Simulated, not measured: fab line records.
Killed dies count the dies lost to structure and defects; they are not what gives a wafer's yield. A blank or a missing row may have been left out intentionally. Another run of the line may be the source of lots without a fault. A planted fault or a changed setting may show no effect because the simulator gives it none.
The tool behind it: which one? / flow gf180mcu / 72 wafers from 24 lots sampled at 2 of the route's 602 steps

## WHAT EACH GAUGE READ, for each wafer
GF_V1_THK_MEAS_01.
lot=L074; measured=day 17 05:27; on=film_metro-04; V1_CVD_00_THK (nm)=589 590 607
lot=L075; measured=day 18 02:24; on=film_metro-03; V1_CVD_00_THK (nm)=607 607 609
lot=L076; measured=day 18 03:49; on=film_metro-04; V1_CVD_00_THK (nm)=603 600 596
lot=L077; measured=day 18 08:22; on=film_metro-03; V1_CVD_00_THK (nm)=597 601 601
lot=L078; measured=day 19 00:44; on=film_metro-03; V1_CVD_00_THK (nm)=606 584 594
lot=L079; measured=day 19 12:35; on=film_metro-04; V1_CVD_00_THK (nm)=584 594 602
lot=L081; measured=day 19 23:54; on=film_metro-01; V1_CVD_00_THK (nm)=599 598 601
lot=L080; measured=day 20 00:11; on=film_metro-01; V1_CVD_00_THK (nm)=603 602 606
lot=L082; measured=day 20 08:42; on=film_metro-04; V1_CVD_00_THK (nm)=595 600 592
lot=L083; measured=day 20 17:56; on=film_metro-04; V1_CVD_00_THK (nm)=597 596 592
lot=L084; measured=day 21 00:34; on=film_metro-01; V1_CVD_00_THK (nm)=591 597 601
lot=L085; measured=day 21 07:41; on=film_metro-01; V1_CVD_00_THK (nm)=596 605 601
lot=L086; measured=day 21 14:56; on=film_metro-03; V1_CVD_00_THK (nm)=608 597 602
lot=L087; measured=day 21 23:14; on=film_metro-04; V1_CVD_00_THK (nm)=588 592 593
lot=L088; measured=day 22 11:47; on=film_metro-01; V1_CVD_00_THK (nm)=587 595 597
lot=L089; measured=day 22 14:58; on=film_metro-04; V1_CVD_00_THK (nm)=608 603 611
lot=L090; measured=day 23 01:02; on=film_metro-03; V1_CVD_00_THK (nm)=597 599 594
lot=L091; measured=day 23 11:19; on=film_metro-03; V1_CVD_00_THK (nm)=606 597 599
lot=L092; measured=day 23 14:26; on=film_metro-03; V1_CVD_00_THK (nm)=605 608 601
lot=L093; measured=day 23 20:10; on=film_metro-04; V1_CVD_00_THK (nm)=601 608 599
lot=L094; measured=day 24 06:01; on=film_metro-01; V1_CVD_00_THK (nm)=603 600 606
lot=L095; measured=day 24 16:05; on=film_metro-03; V1_CVD_00_THK (nm)=607 606 614
lot=L096; measured=day 24 19:04; on=film_metro-03; V1_CVD_00_THK (nm)=604 607 613
lot=L097; measured=day 24 22:55; on=film_metro-04; V1_CVD_00_THK (nm)=604 602 604

GF_V2_OVL_MEAS_15.
lot=L074; measured=day 20 09:24; on=overlay-02; V2_OVL (nm)=5 1 0
lot=L075; measured=day 21 06:27; on=overlay-01; V2_OVL (nm)=7 2 3
lot=L076; measured=day 21 07:34; on=overlay-01; V2_OVL (nm)=3 2 8
lot=L077; measured=day 21 12:34; on=overlay-01; V2_OVL (nm)=11 7 13
lot=L078; measured=day 22 04:35; on=overlay-02; V2_OVL (nm)=-10 -5 -7
lot=L079; measured=day 22 15:38; on=overlay-02; V2_OVL (nm)=-2 -5 -2
lot=L081; measured=day 23 02:29; on=overlay-02; V2_OVL (nm)=4 3 8
lot=L080; measured=day 23 03:36; on=overlay-02; V2_OVL (nm)=-7 -3 4
lot=L082; measured=day 23 11:26; on=overlay-02; V2_OVL (nm)=-4 -5 0
lot=L083; measured=day 23 19:14; on=overlay-02; V2_OVL (nm)=2 4 10
lot=L084; measured=day 24 01:37; on=overlay-02; V2_OVL (nm)=5 6 6
lot=L085; measured=day 24 06:42; on=overlay-02; V2_OVL (nm)=-10 -6 -6
lot=L086; measured=day 24 14:44; on=overlay-02; V2_OVL (nm)=-3 0 -8
lot=L087; measured=day 24 20:48; on=overlay-02; V2_OVL (nm)=2 2 -2
lot=L088; measured=day 25 08:41; on=overlay-01; V2_OVL (nm)=1 11 1
lot=L089; measured=day 25 12:44; on=overlay-02; V2_OVL (nm)=-1 -6 0
lot=L090; measured=day 25 21:59; on=overlay-01; V2_OVL (nm)=4 7 -1
lot=L091; measured=day 26 06:37; on=overlay-01; V2_OVL (nm)=8 8 5
lot=L092; measured=day 26 09:44; on=overlay-02; V2_OVL (nm)=2 0 2
lot=L093; measured=day 26 14:34; on=overlay-01; V2_OVL (nm)=3 -7 -2
lot=L094; measured=day 26 23:50; on=overlay-02; V2_OVL (nm)=1 -5 -2
lot=L095; measured=day 27 09:35; on=overlay-02; V2_OVL (nm)=4 0 4
lot=L096; measured=day 27 12:20; on=overlay-02; V2_OVL (nm)=5 6 10
lot=L097; measured=day 27 16:54; on=overlay-02; V2_OVL (nm)=-3 4 -5

## WHICH TOOL RAN EACH LOT (tool, then ch and the chambers of the sampled wafers, then the start)
Record: no process step prior to these readings.

## AS READ BY THE TOOLS THEMSELVES (means over the sampled wafers that have a number; for cases with no such wafer, the mark the record gives instead)
The record holds no such reading with a usual standard deviation.

## THE ANSWER, worked out from the rows above alone
Rule: the lots themselves supply what counts as usual. Put in order of their means at a reading, lots are off if they are a third of the lots or fewer, leave a main group of 4 or more, and stand apart from it by a gap of 3 or more times the standard deviation of the main group's means; of several such gaps the widest counts. A main group whose means are all the same, to the digits that the tables above print for the reading, isn't used. Also off: a lot with no number at a reading for which 4 or more lots have one. The other lots that the step has rows for count as sound. After the gauges, taken in route order, come the tools' own readings; for these a lot's mean is taken, as printed above. The first step at which some lot is off is used, and at that step the reading that is off furthest; a lot without a number counts as furthest.
Across all readings shown, no lot is off: no conclusion can be drawn from this.

## WHAT WAS PUT IN BY THE SIMULATOR
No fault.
